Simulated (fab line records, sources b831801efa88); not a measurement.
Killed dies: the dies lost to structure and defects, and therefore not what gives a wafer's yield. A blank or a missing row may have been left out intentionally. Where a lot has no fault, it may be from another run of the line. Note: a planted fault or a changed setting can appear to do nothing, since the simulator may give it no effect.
Which tool did it? ; flow gf180mcu ; 11 lots with 33 wafers sampled at 5 steps, on a route of 602 steps

== WHAT THE GAUGES READ, wafer by wafer ==
GF_V4_THK_MEAS_03. Usual: V4_CVD_02_THK typically reads 853 nm, with standard deviation 11.
lot;measured;on;V4_CVD_02_THK (nm);flag
L309;day 23 12:34;filmMetro-03;836 847 857;
L312;day 24 19:00;filmMetro-01;858 870 882;
L313;day 25 01:38;filmMetro-01;844 847 868;
L314;day 25 13:11;filmMetro-04;846 844 849;
L320;day 27 15:10;filmMetro-04;843 846 850;
L322;day 28 04:03;filmMetro-04;1216 1236 1241;OFF
L325;day 29 11:16;filmMetro-03;871 860 867;
L324;day 29 01:31;filmMetro-01;1224 1228 1247;OFF
L326;day 29 08:18;filmMetro-03;866 871 865;
L329;day 30 01:39;filmMetro-04;844 859 863;
L331;day 30 13:46;filmMetro-01;831 861 860;

== TOOL THAT RAN EACH LOT (tool first, then ch and the chambers of the sampled wafers, then the start) ==
lot;GF_V2_STRIP_18;GF_V2_CMP_26;GF_V3_SPUTTER_21;GF_V4_CVD_02
L309;plasmaAsher-04 ch 0,1, day 20 07:59;cmp-02 ch 1,2,3, day 20 08:57;pvdSputter-02, day 22 11:19;pecvd-02 ch 1,2, day 23 12:29
L312;plasmaAsher-02 ch 0,1, day 21 17:04;cmp-02 ch 0,1, day 21 18:00;pvdSputter-02, day 23 19:29;pecvd-01 ch 1,2, day 24 18:55
L313;plasmaAsher-01 ch 0,1, day 22 00:02;cmp-01 ch 0,1,3, day 22 00:57;pvdSputter-01, day 24 01:49;pecvd-01 ch 0,1,2, day 25 01:34
L314;plasmaAsher-01 ch 0,1, day 22 12:05;cmp-02 ch 0,1,2, day 22 13:00;pvdSputter-01, day 24 13:08;pecvd-01 ch 0,1,2, day 25 13:07
L320;plasmaAsher-04 ch 0,1, day 24 19:20;cmp-02 ch 1,2,3, day 24 20:25;pvdSputter-03, day 26 16:55;pecvd-01 ch 0,1,2, day 27 15:06
L322;plasmaAsher-01 ch 0,1, day 25 10:34;cmp-01 ch 0,1,2, day 25 11:33;pvdSputter-02, day 27 06:04;pecvd-01 ch 0,1,2, day 28 03:58
L325;plasmaAsher-01 ch 0, day 26 06:50;cmp-01 ch 2,3, day 26 20:01;pvdSputter-01, day 28 14:10;pecvd-04 ch 1,2, day 29 11:12
L324;plasmaAsher-04 ch 0,1, day 26 09:11;cmp-01 ch 1,2,3, day 26 10:13;pvdSputter-02, day 28 04:11;pecvd-01 ch 1,2, day 29 01:26
L326;plasmaAsher-01 ch 0,1, day 26 15:28;cmp-02 ch 1,2,3, day 26 16:31;pvdSputter-03, day 28 11:33;pecvd-02 ch 0,1,2, day 29 08:14
L329;plasmaAsher-02 ch 0,1, day 27 10:05;cmp-02 ch 0,1,3, day 27 11:01;pvdSputter-01, day 29 04:19;pecvd-04 ch 1,2, day 30 01:35
L331;plasmaAsher-02 ch 0,1, day 27 23:11;cmp-01 ch 1,2,3, day 28 00:16;pvdSputter-02, day 29 17:31;pecvd-04 ch 0,1,2, day 30 13:41
- GF_V2_STRIP_18: strips in O2/N2.
- GF_V2_CMP_26: polishes, stops on SiO2, t overpolish 15 s, target thk 0 nm.
- GF_V3_SPUTTER_21: material Ti, target thk 15 nm, time 80.02 s.
- GF_V4_CVD_02: deposits SiO2 from TEOS, target thk 850 nm, time 94.851 s.

== AS READ BY THE TOOLS THEMSELVES (means over the sampled wafers that have a number; for cases with no such wafer, the mark the record gives instead) ==
GF_V2_STRIP_18. Usual: drypumpMotorCurrentA 5.7 A, standard deviation 0.42; heaterPowerW 334 W, standard deviation 20; oesProductAu 0.594 a.u., standard deviation 0.0049.
lot;tool;drypumpMotorCurrentA (A);heaterPowerW (W);oesProductAu (a.u.);flag
L309;plasmaAsher-04;5.1;342;0.595;
L312;plasmaAsher-02;6.1;308;0.587;
L313;plasmaAsher-01;5.6;344;0.592;
L314;plasmaAsher-01;5.8;348;0.595;
L320;plasmaAsher-04;5.1;341;0.593;
L322;plasmaAsher-01;5.8;352;0.592;
L325;plasmaAsher-01;6.0;352;0.592;
L324;plasmaAsher-04;5.1;343;0.591;
L326;plasmaAsher-01;5.6;347;0.600;
L329;plasmaAsher-02;6.1;306;0.593;
L331;plasmaAsher-02;5.9;313;0.589;

GF_V2_CMP_26. Usual: motorCurrentA 11.1 A, standard deviation 1; overpolishRunS 15.000 s, standard deviation 0.0087; slurryFlowMlMin 150.0, standard deviation 0.44; timeToEndpointS 86 s, standard deviation 4.3.
lot;tool;motorCurrentA (A);overpolishRunS (s);slurryFlowMlMin;timeToEndpointS (s);flag
L309;cmp-02;10.4;15.000;149.2;83;
L312;cmp-02;10.6;15.004;150.0;81;
L313;cmp-01;12.1;14.999;150.4;85;
L314;cmp-02;10.4;14.994;149.8;79;
L320;cmp-02;10.5;14.999;149.7;84;
L322;cmp-01;12.3;14.995;150.1;87;
L325;cmp-01;11.6;15.003;149.9;91;
L324;cmp-01;11.7;15.004;149.9;91;
L326;cmp-02;10.2;15.005;149.6;84;
L329;cmp-02;10.3;15.004;149.8;88;
L331;cmp-01;10.9;15.000;149.7;90;

GF_V3_SPUTTER_21. Usual: 30.1 % for throttleValvePct, sd 1.1.
lot;tool;throttleValvePct (%);flag
L309;pvdSputter-02;29.8;
L312;pvdSputter-02;29.9;
L313;pvdSputter-01;29.5;
L314;pvdSputter-01;30.3;
L320;pvdSputter-03;31.0;
L322;pvdSputter-02;30.3;
L325;pvdSputter-01;30.1;
L324;pvdSputter-02;29.1;
L326;pvdSputter-03;30.7;
L329;pvdSputter-01;30.2;
L331;pvdSputter-02;30.4;

GF_V4_CVD_02. Usual: 634 W for heaterPowerW, sd 120.
lot;tool;heaterPowerW (W);flag
L309;pecvd-02;583;
L312;pecvd-01;680;
L313;pecvd-01;580;
L314;pecvd-01;578;
L320;pecvd-01;614;
L322;pecvd-01;655;
L325;pecvd-04;635;
L324;pecvd-01;695;
L326;pecvd-02;718;
L329;pecvd-04;576;
L331;pecvd-04;642;

== THE ANSWER, worked out from the rows above alone ==
Rule: a lot counts as off when the mean over its wafers that have a number is more than 3 standard deviations away from the usual mean. A lot without any number at a reading at which 4 lots or more have one is off too. All remaining lots with rows at the step are treated as sound. Order of review: gauges by route order, followed by the tools' own readings, for which a lot's mean as printed above is used. The first step at which some lot is off is used, and at that step the reading that is off furthest; a lot without a number counts as furthest.
Off: L322, L324, at GF_V4_THK_MEAS_03 (V4_CVD_02_THK).
If a tool, at a process step before that reading, ran all the lots that are off and no sound lot after the first of them, it fits. Those tools and the gauges at GF_V4_THK_MEAS_03 are tried in the same way. One fits: GF_V4_CVD_02 on pecvd-01. Its last sound lot is L320 (day 27 15:06), its first lot that is off L322 (day 28 03:58): a fault that began between those two fits.

== WHAT HAD BEEN PUT IN BY THE SIMULATOR ==
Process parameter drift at GF_V4_CVD_02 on pecvd-01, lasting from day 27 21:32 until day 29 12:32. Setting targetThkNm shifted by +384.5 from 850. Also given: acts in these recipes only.
Shown lots that were struck: L322, L324. Same finding as the rule above.
